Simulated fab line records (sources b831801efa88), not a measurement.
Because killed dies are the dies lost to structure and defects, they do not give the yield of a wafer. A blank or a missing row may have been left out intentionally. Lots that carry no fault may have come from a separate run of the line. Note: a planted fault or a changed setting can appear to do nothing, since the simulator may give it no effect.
fab line records	flow gf180mcu
record lots=5	wafers=15	lastDay=33
route steps=602 shown M4@463 V4@476
lots with no fault: from the same line, run without faults
startH: hours from the record's opening day to when the first of the lot's shown wafers began	waitH: hours from the lot's prior step to this one	" repeats the value in the row above	L1.1+2: a row that stands for several wafers	- no value present, or no start provided	* or withheld: withheld	< > ~ a bound
route shown NAME@n: names a module that has steps shown in the file, with the first one's number in the route	usual: the fault-free wafers' mean and standard deviation	same: alike in all rows	chamber/n: place in a boat	sites: the reading at each site	_std_site: standard deviation across them	_edge_site: mean of outer sites minus mean of inner sites	radiusMm: for every site, how far away it sits from the centre of the wafer	mask NAME#n: copy n	behind: the most recent tool/chamber to have shaped the wafer	hold: cause of the lot's hold/its duration in hours/its outcome	device: the transistor (n, p or np) that didn't switch	end of line: tests run on the same wafers once the route is complete	a step given without rows: its recipe and nothing more	killed: the dies lost at the first sort to structure and to defects; this is not the yield of the wafer	map: a wafer's dies, x killed, . not, _ none there
set.NAME: the setting the step ran with; set.NAME@STEP: the setting that earlier step ran with	model.NAME: the simulator's own value behind a step, which no gauge read
lots at selected steps of the route; one table per step, one row per wafer
services: a tool's chamber out of use, with start hour (startH, from the record's first day; less than 0 if before it), hours out, and reason
## steps
# step GF_M4_DEHYDRATE_07
# recipe tempC=200	timeS=60
# usual resistLineTempC=22.97/0.1
lot.wafer	tool	chamber	startH	waitH	resistLineTempC
L079.1	lithoTrack-01	0	579.70	10.1	23.12
L079.2	"	0	"	"	23.07
L079.4	"	0	"	"	22.96
L081.3	lithoTrack-01	0	590.90	10.2	22.96
L081.4	"	0	"	"	23.08
L081.6	"	0	"	"	23.12
L090.1	lithoTrack-01	0	661.74	9.4	22.83
L090.5	"	0	"	"	22.95
L090.6	"	0	"	"	22.80
L089.2	lithoTrack-04	0	662.91	9.2	23.06
L089.4	"	0	"	"	23.14
L089.5	"	0	"	"	23.11
L091.1	lithoTrack-02	0	670.82	8.3	22.98
L091.3	"	0	"	"	22.96
L091.6	"	0	"	"	22.96
# step GF_M4_HMDS_08
# recipe primeTimeS=60	primeTempC=120
# usual resistLineTempC=23.01/0.1
lot.wafer	tool	chamber	startH	waitH	resistLineTempC
L079.1	lithoTrack-01	0	579.85	0.1	23.03
L079.2	"	0	"	"	23.13
L079.4	"	0	"	"	23.19
L081.3	lithoTrack-01	0	591.05	0.1	23.11
L081.4	"	0	"	"	23.20
L081.6	"	0	"	"	23.06
L090.1	lithoTrack-01	0	661.89	0.1	23.03
L090.5	"	0	"	"	23.10
L090.6	"	0	"	"	23.04
L089.2	lithoTrack-04	0	663.06	0.1	23.14
L089.4	"	0	"	"	22.98
L089.5	"	0	"	"	22.96
L091.1	lithoTrack-02	0	670.97	0.1	23.17
L091.3	"	0	"	"	23.05
L091.6	"	0	"	"	22.97
# step GF_M4_COAT_09
# recipe resist=KrF	spinRpm=withheld	resistThkNm=1000
# usual resistLineTempC=23.02/0.097
lot.wafer	tool	chamber	startH	waitH	resistLineTempC
L079.1	lithoTrack-01	0	580.00	0.1	23.09
L079.2	"	0	"	"	22.92
L079.4	"	0	"	"	22.92
L081.3	lithoTrack-01	0	591.20	0.1	23.03
L081.4	"	0	"	"	22.92
L081.6	"	0	"	"	23.01
L090.1	lithoTrack-01	0	662.04	0.1	23.06
L090.5	"	0	"	"	23.18
L090.6	"	0	"	"	23.03
L089.2	lithoTrack-04	0	663.21	0.1	22.89
L089.4	"	0	"	"	22.95
L089.5	"	0	"	"	23.06
L091.1	lithoTrack-02	0	671.12	0.1	23.07
L091.3	"	0	"	"	23.07
L091.6	"	0	"	"	23.07
# step GF_M4_SOFTBAKE_10
# recipe tempC=130	timeS=60	resist=KrF
# usual resistLineTempC=23.00/0.1
lot.wafer	tool	chamber	startH	waitH	resistLineTempC
L079.1	lithoTrack-01	0	580.15	0.1	23.09
L079.2	"	0	"	"	23.19
L079.4	"	0	"	"	23.14
L081.3	lithoTrack-01	0	591.35	0.1	22.89
L081.4	"	0	"	"	22.98
L081.6	"	0	"	"	23.00
L090.1	lithoTrack-01	0	662.19	0.1	23.07
L090.5	"	0	"	"	23.01
L090.6	"	0	"	"	22.88
L089.2	lithoTrack-04	0	663.36	0.1	23.28
L089.4	"	0	"	"	23.02
L089.5	"	0	"	"	23.16
L091.1	lithoTrack-02	0	671.27	0.1	22.96
L091.3	"	0	"	"	22.96
L091.6	"	0	"	"	22.97
# step GF_M4_EXPOSE_11
# recipe maskId=Metal4	targetCdNm=280	na=0.68	sourceShape=conventional	sigmaOuter=0.6	doseMj=28
# usual focusOffsetNm=0.0/0.53	stageVelMmS=500.04/0.22
lot.wafer	tool	chamber	startH	waitH	mask	focusOffsetNm	stageVelMmS
L079.1	krfScanner-02	0	-	-	Metal4#0	0.1	500.11
L079.2	"	0	"	"	Metal4#0	-1.1	500.35
L079.4	"	0	"	"	Metal4#0	-0.6	500.34
L081.3	krfScanner-02	0	-	-	Metal4#0	1.0	500.49
L081.4	"	0	"	"	Metal4#0	1.0	500.49
L081.6	"	0	"	"	Metal4#0	0.2	500.26
L090.1	krfScanner-02	0	-	-	Metal4#0	-0.7	499.98
L090.5	"	0	"	"	Metal4#0	-0.1	500.11
L090.6	"	0	"	"	Metal4#0	-0.1	499.69
L089.2	krfScanner-01	0	-	-	Metal4#0	-0.4	500.08
L089.4	"	0	"	"	Metal4#0	0.2	500.19
L089.5	"	0	"	"	Metal4#0	-0.3	500.05
L091.1	krfScanner-01	0	-	-	Metal4#0	-0.9	500.05
L091.3	"	0	"	"	Metal4#0	-0.8	500.27
L091.6	"	0	"	"	Metal4#0	-0.5	499.82
# step GF_M4_PEB_12
# recipe pebTempC=135	pebTimeS=90	resist=KrF
# usual resistLineTempC=22.97/0.11
lot.wafer	tool	chamber	startH	waitH	resistLineTempC
L079.1	lithoTrack-01	0	-	-	23.01
L079.2	"	0	"	"	22.80
L079.4	"	0	"	"	23.04
L081.3	lithoTrack-01	0	-	-	22.83
L081.4	"	0	"	"	23.02
L081.6	"	0	"	"	23.02
L090.1	lithoTrack-01	0	-	-	22.97
L090.5	"	0	"	"	22.92
L090.6	"	0	"	"	22.83
L089.2	lithoTrack-02	0	-	-	22.88
L089.4	"	0	"	"	23.02
L089.5	"	0	"	"	22.90
L091.1	lithoTrack-02	0	-	-	23.16
L091.3	"	0	"	"	23.15
L091.6	"	0	"	"	23.14
# step GF_M4_DEVELOP_13
# recipe developTimeS=60	devTempC=21
# usual resistLineTempC=22.99/0.099
lot.wafer	tool	chamber	startH	waitH	resistLineTempC
L079.1	lithoTrack-01	0	590.70	0.2	23.12
L079.2	"	0	"	"	22.99
L079.4	"	0	"	"	23.29
L081.3	lithoTrack-01	0	601.45	0.1	23.03
L081.4	"	0	"	"	22.98
L081.6	"	0	"	"	23.00
L090.1	lithoTrack-01	0	671.29	0.2	22.76
L090.5	"	0	"	"	22.99
L090.6	"	0	"	"	22.98
L089.2	lithoTrack-02	0	672.24	0.2	22.96
L089.4	"	0	"	"	23.00
L089.5	"	0	"	"	22.98
L091.1	lithoTrack-02	0	681.12	0.2	22.98
L091.3	"	0	"	"	22.98
L091.6	"	0	"	"	23.02
# step GF_M4_CD_MEAS_14
# recipe targetCdNm=280
# usual cdNm=280.1/1.2
lot.wafer	tool	chamber	startH	waitH	cdNm
L079.1	cdSem-01	-	590.85	0.1	279.7
L079.2	"	-	"	"	279.2
L079.4	"	-	"	"	280.6
L081.3	cdSem-02	-	601.59	0.1	280.1
L081.4	"	-	"	"	280.0
L081.6	"	-	"	"	281.0
L090.1	cdSem-01	-	671.44	0.1	278.8
L090.5	"	-	"	"	279.6
L090.6	"	-	"	"	280.2
L089.2	cdSem-01	-	672.39	0.1	278.5
L089.4	"	-	"	"	280.9
L089.5	"	-	"	"	280.3
L091.1	cdSem-01	-	681.27	0.1	277.6
L091.3	"	-	"	"	278.4
L091.6	"	-	"	"	276.9
# step GF_M4_OVL_MEAS_15
# usual M4_OVL=0/5.1
lot.wafer	tool	chamber	startH	waitH	M4_OVL[nm]
L079.1	overlay-01	-	590.97	0.1	-6
L079.2	"	-	"	"	-4
L079.4	"	-	"	"	-8
L081.3	overlay-02	-	601.68	0.1	2
L081.4	"	-	"	"	-5
L081.6	"	-	"	"	-1
L090.1	overlay-01	-	671.56	0.1	-8
L090.5	"	-	"	"	-2
L090.6	"	-	"	"	-2
L089.2	overlay-02	-	672.49	0.1	-6
L089.4	"	-	"	"	-2
L089.5	"	-	"	"	-5
L091.1	overlay-02	-	681.39	0.1	3
L091.3	"	-	"	"	4
L091.6	"	-	"	"	11
# step GF_M4_METAL_ETCH_16
# recipe chemistry=Cl2/BCl3	maskMaterial=KrF	targetDepthNm=627.5	stopOn=SiO2	pressureMtorr=8	icpW=800	biasW=140	Cl2_flow_sccm=80	bcl3FlowSccm=40	timeS=104.6
# usual bcl3FlowSccm=39.99/0.13	chamberPressureMTorr=8.000/0.0076	drypumpMotorCurrentA=5.72/0.29	oesProductAu=0.972/0.0064	throttleValvePct=28.250/0.01
lot.wafer	tool	chamber	startH	waitH	bcl3FlowSccm	chamberPressureMTorr	drypumpMotorCurrentA	oesProductAu	rfHoursCounterH	throttleValvePct
L079.1	rieMetal-02	0	591.00	0.0	40.00	8.014	5.70	0.966	3	28.240
L079.2	"	1	"	"	40.05	8.004	5.81	0.976	3	28.264
L079.4	"	0	"	"	40.17	7.999	5.71	0.974	-	28.244
L081.3	rieMetal-04	1	601.74	0.1	39.77	8.010	4.82	0.964	-	28.258
L081.4	"	0	"	"	39.77	7.991	5.98	0.970	-	28.267
L081.6	"	1	"	"	39.87	7.996	4.83	0.963	-	28.236
L090.1	rieMetal-03	1	671.60	0.0	39.85	8.000	5.72	0.966	11	28.266
L090.5	"	1	"	"	40.06	8.003	5.71	0.979	-	28.249
L090.6	"	0	"	"	39.98	7.997	5.95	0.977	-	28.260
L089.2	rieMetal-02	1	672.52	0.0	40.16	7.985	5.81	0.980	6	28.250
L089.4	"	1	"	"	40.01	8.012	5.84	0.985	-	28.242
L089.5	"	1	"	"	40.16	7.995	5.82	0.973	-	28.240
L091.1	rieMetal-03	0	681.42	0.0	40.01	7.991	5.93	0.976	11	28.251
L091.3	"	1	"	"	40.22	8.013	5.72	0.972	-	28.264
L091.6	"	0	"	"	39.88	8.003	5.94	0.971	-	28.247
# step GF_M4_STRIP_17
# recipe chemistry=O2/N2	powerW=1400	pressureMtorr=1500	platenTempC=250	o2FlowSccm=3000	n2FlowSccm=300	overashFraction=0.5
# usual chamberPressureMTorr=1499.9/1.3	drypumpMotorCurrentA=5.6/0.37	heaterPowerW=349/26	o2FlowSccm=3000/8.7	oesProductAu=0.559/0.0045	stripTimeToEndpointS=7.90/0.038
lot.wafer	tool	chamber	startH	waitH	chamberPressureMTorr	drypumpMotorCurrentA	heaterPowerW	o2FlowSccm	oesProductAu	rfHoursCounterH	stripTimeToEndpointS
L079.1	plasmaAsher-02	0	591.11	0.1	1498.6	6.0	428	2990	0.557	48	7.88
L079.2	"	1	"	"	1498.8	5.5	338	2991	0.557	48	7.90
L079.4	"	0	"	"	1500.1	6.1	415	2992	0.557	-	7.86
L081.3	plasmaAsher-04	1	601.85	0.1	1501.6	5.7	321	3006	0.558	-	7.88
L081.4	"	0	"	"	1500.9	5.8	345	2985	0.559	-	7.90
L081.6	"	0	"	"	1497.4	5.8	354	2990	0.566	-	7.87
L090.1	plasmaAsher-04	1	671.71	0.1	1501.1	5.7	326	3010	0.559	102	7.91
L090.5	"	0	"	"	1499.8	5.8	347	2997	0.558	-	7.90
L090.6	"	1	"	"	1501.4	5.7	330	2994	0.564	-	7.89
L089.2	plasmaAsher-01	0	672.64	0.1	1500.1	4.8	340	2991	0.551	25	7.87
L089.4	"	1	"	"	1498.6	5.9	358	3007	0.561	-	7.92
L089.5	"	1	"	"	1499.7	5.9	347	3002	0.556	-	7.90
L091.1	plasmaAsher-04	1	681.54	0.1	1501.5	5.7	329	3013	0.558	103	7.92
L091.3	"	1	"	"	1500.6	5.7	332	3003	0.560	-	7.89
L091.6	"	1	"	"	1503.2	5.7	320	3004	0.565	-	7.89
# step GF_M4_STRIP_18
# recipe chemistry=postEtchResidueRemover	timeS=1200	tempC=72.5
lot.wafer	tool	chamber	startH	waitH
L079.1+2+4	wetBench-03	1	591.21	0.1
L081.3+4+6	wetBench-03	1	601.91	0.0
L090.1+5+6	wetBench-01	3	671.81	0.1
L089.2+4+5	wetBench-02	3	672.74	0.1
L091.1+3+6	wetBench-02	1	681.64	0.1
# step GF_M4_CLEAN_19
# recipe chemistry=DIW	dry=n2Spin
lot.wafer	tool	chamber	startH	waitH
L079.1+2+4	wetBench-01	2	591.56	0.0
L081.3+4+6	wetBench-02	1	602.25	0.0
L090.1+5+6	wetBench-03	0	672.15	0.0
L089.2+4+5	wetBench-01	2	673.11	0.0
L091.1+3+6	wetBench-03	3	682.01	0.0
# step GF_V4_CVD_00
# recipe material=SiO2	targetThkNm=600	sigmaOpenFrac=0.3	tempC=400	timeS=100	sih4FlowSccm=58.56	pressureMtorr=6
lot.wafer	tool	chamber	startH	waitH
L079.1+2+4	hdpcvd-02	0,2,2	591.74	0.0
L081.3+4+6	hdpcvd-01	0,0,2	602.35	0.0
L090.1+5+6	hdpcvd-01	0,2,0	672.25	0.0
L089.2+4+5	hdpcvd-02	0,0,2	673.20	0.0
L091.1+3+6	hdpcvd-02	0,1,0	682.10	0.0
# step GF_V4_THK_MEAS_01
# recipe reads=SiO2_of_V4_CVD_00
# usual V4_CVD_00_THK=584/8.3
lot.wafer	tool	chamber	startH	waitH	V4_CVD_00_THK[nm]
L079.1	filmMetro-02	-	591.81	0.0	590
L079.2	"	-	"	"	577
L079.4	"	-	"	"	575
L081.3	filmMetro-02	-	602.44	0.1	580
L081.4	"	-	"	"	577
L081.6	"	-	"	"	580
L090.1	filmMetro-04	-	672.32	0.0	577
L090.5	"	-	"	"	588
L090.6	"	-	"	"	575
L089.2	filmMetro-02	-	673.28	0.0	597
L089.4	"	-	"	"	603
L089.5	"	-	"	"	581
L091.1	filmMetro-01	-	682.17	0.0	593
L091.3	"	-	"	"	593
L091.6	"	-	"	"	592
# step GF_V4_CVD_02
# recipe material=SiO2	targetThkNm=850	precursor=TEOS	tempC=400	timeS=94.851	rfW=600
# usual heaterPowerW=675/74
lot.wafer	tool	chamber	startH	waitH	heaterPowerW
L079.1	pecvd-03	0	591.87	0.1	611
L079.2	"	2	"	"	624
L079.4	"	2	"	"	676
L081.3	pecvd-04	2	602.48	0.0	600
L081.4	"	0	"	"	626
L081.6	"	2	"	"	616
L090.1	pecvd-03	0	672.38	0.1	738
L090.5	"	0	"	"	617
L090.6	"	1	"	"	733
L089.2	pecvd-04	0	673.33	0.0	653
L089.4	"	0	"	"	706
L089.5	"	1	"	"	783
L091.1	pecvd-03	1	682.23	0.1	731
L091.3	"	2	"	"	600
L091.6	"	2	"	"	635
# step GF_V4_THK_MEAS_03
# recipe reads=SiO2_of_V4_CVD_02
# usual V4_CVD_02_THK=849/12
lot.wafer	tool	chamber	startH	waitH	V4_CVD_02_THK[nm]
L079.1	filmMetro-04	-	591.94	0.0	855
L079.2	"	-	"	"	847
L079.4	"	-	"	"	864
L081.3	filmMetro-04	-	602.57	0.1	836
L081.4	"	-	"	"	854
L081.6	"	-	"	"	847
L090.1	filmMetro-04	-	672.45	0.0	860
L090.5	"	-	"	"	870
L090.6	"	-	"	"	857
L089.2	filmMetro-01	-	673.41	0.0	846
L089.4	"	-	"	"	847
L089.5	"	-	"	"	839
L091.1	filmMetro-04	-	682.30	0.0	841
L091.3	"	-	"	"	855
L091.6	"	-	"	"	866
# step GF_V4_CMP_04
# recipe material=SiO2	downForcePsi=4	platenRpm=60	padVelocityMS=0.94248
# usual motorCurrentA=12.4/1.3	timeToEndpointS=81/5.2
lot.wafer	tool	chamber	startH	waitH	motorCurrentA	timeToEndpointS
L079.4	cmp-01	3	592.00	0.0	12.0	86
L079.1	"	0	"	"	13.7	79
L079.2	"	1	"	"	12.5	81
L081.3	cmp-01	2	602.61	0.0	11.5	80
L081.4	"	3	"	"	12.4	82
L081.6	"	2	"	"	11.5	81
L090.1	cmp-02	0	672.56	0.1	12.9	82
L090.6	"	3	"	"	10.9	83
L090.5	"	0	"	"	12.7	85
L089.2	cmp-01	3	673.46	0.0	12.0	81
L089.4	"	0	"	"	13.3	78
L089.5	"	0	"	"	13.6	78
L091.1	cmp-02	1	682.36	0.1	11.7	76
L091.3	"	3	"	"	11.0	90
L091.6	"	2	"	"	15.4	87
# step GF_V4_BOW_MEAS_05
# recipe mode=bow
# usual V4_BOW=133/8.2
lot.wafer	tool	chamber	startH	waitH	V4_BOW[um]
L079.1	filmMetro-01	-	592.30	0.2	128
L079.2	"	-	"	"	130
L079.4	"	-	"	"	126
L081.3	filmMetro-01	-	602.95	0.3	133
L081.4	"	-	"	"	126
L081.6	"	-	"	"	133
L090.1	filmMetro-01	-	672.81	0.2	146
L090.5	"	-	"	"	132
L090.6	"	-	"	"	140
L089.2	filmMetro-01	-	673.78	0.3	137
L089.4	"	-	"	"	127
L089.5	"	-	"	"	122
L091.1	filmMetro-01	-	682.68	0.3	136
L091.3	"	-	"	"	133
L091.6	"	-	"	"	143
# step GF_V4_DEHYDRATE_06
# recipe tempC=200	timeS=60
# usual resistLineTempC=22.98/0.12
lot.wafer	tool	chamber	startH	waitH	resistLineTempC
L079.1	lithoTrack-04	0	601.83	9.5	22.79
L079.2	"	0	"	"	22.84
L079.4	"	0	"	"	22.61
L081.3	lithoTrack-03	0	613.21	10.2	22.65
L081.4	"	0	"	"	22.76
L081.6	"	0	"	"	22.87
L090.1	lithoTrack-04	0	681.98	9.2	22.95
L090.5	"	0	"	"	23.04
L090.6	"	0	"	"	22.96
L089.2	lithoTrack-03	0	683.43	9.6	23.03
L089.4	"	0	"	"	23.08
L089.5	"	0	"	"	23.12
L091.1	lithoTrack-03	0	691.66	9.0	23.01
L091.3	"	0	"	"	23.08
L091.6	"	0	"	"	22.97
# step GF_V4_HMDS_07
# recipe primeTimeS=60	primeTempC=120
# usual resistLineTempC=22.97/0.1
lot.wafer	tool	chamber	startH	waitH	resistLineTempC
L079.1	lithoTrack-04	0	601.98	0.1	22.92
L079.2	"	0	"	"	22.96
L079.4	"	0	"	"	23.09
L081.3	lithoTrack-03	0	613.36	0.1	23.03
L081.4	"	0	"	"	23.08
L081.6	"	0	"	"	22.93
L090.1	lithoTrack-04	0	682.13	0.1	23.10
L090.5	"	0	"	"	23.05
L090.6	"	0	"	"	23.14
L089.2	lithoTrack-03	0	683.58	0.1	23.04
L089.4	"	0	"	"	22.76
L089.5	"	0	"	"	22.99
L091.1	lithoTrack-03	0	691.81	0.1	23.01
L091.3	"	0	"	"	22.90
L091.6	"	0	"	"	23.01
# step GF_V4_COAT_08
# recipe resist=BARC	tempC=withheld	timeS=withheld	spinRpm=withheld	resistThkNm=withheld
# usual resistLineTempC=*
lot.wafer	tool	chamber	startH	waitH	resistLineTempC
L079.1	lithoTrack-04	0	602.13	0.1	*
L079.2	"	0	"	"	*
L079.4	"	0	"	"	*
L081.3	lithoTrack-03	0	613.51	0.1	*
L081.4	"	0	"	"	*
L081.6	"	0	"	"	*
L090.1	lithoTrack-04	0	682.28	0.1	*
L090.5	"	0	"	"	*
L090.6	"	0	"	"	*
L089.2	lithoTrack-03	0	683.73	0.1	*
L089.4	"	0	"	"	*
L089.5	"	0	"	"	*
L091.1	lithoTrack-03	0	691.96	0.1	*
L091.3	"	0	"	"	*
L091.6	"	0	"	"	*
# step GF_V4_COAT_09
# recipe resist=KrF	spinRpm=withheld	resistThkNm=1000
# usual resistLineTempC=23.01/0.1
lot.wafer	tool	chamber	startH	waitH	resistLineTempC
L079.1	lithoTrack-04	0	-	-	22.95
L079.2	"	0	"	"	23.00
L079.4	"	0	"	"	22.97
L081.3	lithoTrack-03	0	-	-	23.11
L081.4	"	0	"	"	23.21
L081.6	"	0	"	"	23.14
L090.1	lithoTrack-04	0	-	-	23.00
L090.5	"	0	"	"	22.99
L090.6	"	0	"	"	23.01
L089.2	lithoTrack-03	0	-	-	22.84
L089.4	"	0	"	"	22.88
L089.5	"	0	"	"	22.82
L091.1	lithoTrack-03	0	-	-	22.97
L091.3	"	0	"	"	23.08
L091.6	"	0	"	"	23.08
# step GF_V4_SOFTBAKE_10
# recipe tempC=130	timeS=60	resist=KrF
# usual resistLineTempC=23.00/0.1
lot.wafer	tool	chamber	startH	waitH	resistLineTempC
L079.1	lithoTrack-04	0	-	-	23.01
L079.2	"	0	"	"	23.03
L079.4	"	0	"	"	22.87
L081.3	lithoTrack-03	0	-	-	22.94
L081.4	"	0	"	"	23.00
L081.6	"	0	"	"	23.00
L090.1	lithoTrack-04	0	-	-	22.93
L090.5	"	0	"	"	22.95
L090.6	"	0	"	"	22.92
L089.2	lithoTrack-03	0	-	-	23.09
L089.4	"	0	"	"	23.02
L089.5	"	0	"	"	23.05
L091.1	lithoTrack-03	0	-	-	23.09
L091.3	"	0	"	"	23.10
L091.6	"	0	"	"	23.08
# step GF_V4_EXPOSE_11
# recipe maskId=Via4	targetCdNm=260	na=0.68	sourceShape=conventional	sigmaOuter=0.6	doseMj=38
# usual focusOffsetNm=-0.1/0.56	stageVelMmS=500.03/0.26
lot.wafer	tool	chamber	startH	waitH	mask	focusOffsetNm	stageVelMmS
L079.1	krfScanner-01	0	-	-	Via4#0	0.0	500.30
L079.2	"	0	"	"	Via4#0	-0.8	500.09
L079.4	"	0	"	"	Via4#0	0.4	500.19
L081.3	krfScanner-02	0	-	-	Via4#0	-0.5	500.08
L081.4	"	0	"	"	Via4#0	-0.1	500.22
L081.6	"	0	"	"	Via4#0	-0.3	500.43
L090.1	krfScanner-01	0	-	-	Via4#0	-0.3	500.16
L090.5	"	0	"	"	Via4#0	-0.2	500.38
L090.6	"	0	"	"	Via4#0	-0.7	500.12
L089.2	krfScanner-01	0	-	-	Via4#0	-0.6	500.17
L089.4	"	0	"	"	Via4#0	0.3	499.88
L089.5	"	0	"	"	Via4#0	0.2	500.07
L091.1	krfScanner-01	0	-	-	Via4#0	1.0	499.97
L091.3	"	0	"	"	Via4#0	0.5	500.13
L091.6	"	0	"	"	Via4#0	0.0	500.18
# step GF_V4_PEB_12
# recipe pebTempC=135	pebTimeS=91.4	resist=KrF
# usual plateSensorTCentreC=136.13/0.0093	plateSensorTEdgeC=136.29/0.0089	resistLineTempC=22.99/0.11
lot.wafer	tool	chamber	startH	waitH	plateSensorTCentreC	plateSensorTEdgeC	resistLineTempC
L079.1	lithoTrack-04	0	-	-	136.11	136.3	23.28
L079.2	"	0	"	"	136.14	136.3	22.99
L079.4	"	0	"	"	136.12	136.3	23.12
L081.3	lithoTrack-04	0	-	-	136.12	136.29	22.76
L081.4	"	0	"	"	136.13	136.28	22.79
L081.6	"	0	"	"	136.13	136.3	22.88
L090.1	lithoTrack-04	0	-	-	136.13	136.31	23.21
L090.5	"	0	"	"	136.12	136.3	22.96
L090.6	"	0	"	"	136.13	136.31	23.08
L089.2	lithoTrack-03	0	-	-	136.13	136.29	23.08
L089.4	"	0	"	"	136.13	136.28	22.98
L089.5	"	0	"	"	136.12	136.29	23.03
L091.1	lithoTrack-04	0	-	-	136.13	136.29	22.96
L091.3	"	0	"	"	136.12	136.29	22.96
L091.6	"	0	"	"	136.12	136.28	23.09
# step GF_V4_DEVELOP_13
# recipe developTimeS=60	resist=KrF	devTempC=21
# usual resistLineTempC=23.00/0.1
lot.wafer	tool	chamber	startH	waitH	resistLineTempC
L079.1	lithoTrack-04	0	613.18	0.2	23.07
L079.2	"	0	"	"	22.91
L079.4	"	0	"	"	22.90
L081.3	lithoTrack-04	0	623.88	0.1	22.91
L081.4	"	0	"	"	23.17
L081.6	"	0	"	"	23.03
L090.1	lithoTrack-04	0	692.53	0.2	23.16
L090.5	"	0	"	"	22.96
L090.6	"	0	"	"	23.18
L089.2	lithoTrack-03	0	693.68	0.2	22.78
L089.4	"	0	"	"	22.88
L089.5	"	0	"	"	22.96
L091.1	lithoTrack-04	0	701.73	0.2	22.99
L091.3	"	0	"	"	22.99
L091.6	"	0	"	"	23.05
# step GF_V4_CD_MEAS_14
# recipe targetCdNm=260
# usual cdNm=260.2/1.2
lot.wafer	tool	chamber	startH	waitH	cdNm
L079.1	cdSem-02	-	613.33	0.1	259.9
L079.2	"	-	"	"	259.1
L079.4	"	-	"	"	260.3
L081.3	cdSem-01	-	624.02	0.1	259.4
L081.4	"	-	"	"	260.4
L081.6	"	-	"	"	259.9
L090.1	cdSem-02	-	692.68	0.1	260.4
L090.5	"	-	"	"	258.8
L090.6	"	-	"	"	260.7
L089.2	cdSem-01	-	693.83	0.1	262.9
L089.4	"	-	"	"	261.9
L089.5	"	-	"	"	262.7
L091.1	cdSem-01	-	701.89	0.1	259.3
L091.3	"	-	"	"	258.2
L091.6	"	-	"	"	259.0
## services
tool	chamber	startH	hours	kind
cmp-02	-	557.88	10.2	repair
plasmaAsher-04	-	561.60	0.8	repair
wetBench-01	-	565.39	3.4	repair
krfScanner-01	-	566.82	4.0	pm
cmp-01	-	573.41	4.0	pm
hdpcvd-01	-	573.97	2.0	repair
cmp-02	-	580.02	5.0	pm
rieMetal-02	1	583.32	1.5	repair
wetBench-01	-	588.46	0.5	repair
hdpcvd-01	-	588.83	6.0	pm
krfScanner-01	-	595.82	0.7	repair
krfScanner-02	-	596.54	0.8	pm
pecvd-04	-	597.72	2.1	repair
krfScanner-02	-	619.12	1.3	pm
hdpcvd-01	2	642.29	4.5	repair
hdpcvd-02	-	653.59	0.2	repair
cmp-02	-	654.40	2.6	repair
krfScanner-02	-	656.54	0.8	pm
pecvd-04	-	657.22	1.0	repair
rieMetal-02	-	657.66	2.8	pm
krfScanner-02	-	657.94	2.6	repair
krfScanner-01	-	679.03	1.0	pm
krfScanner-02	-	696.86	1.0	pm
plasmaAsher-04	-	700.15	5.6	repair
## key
fault none
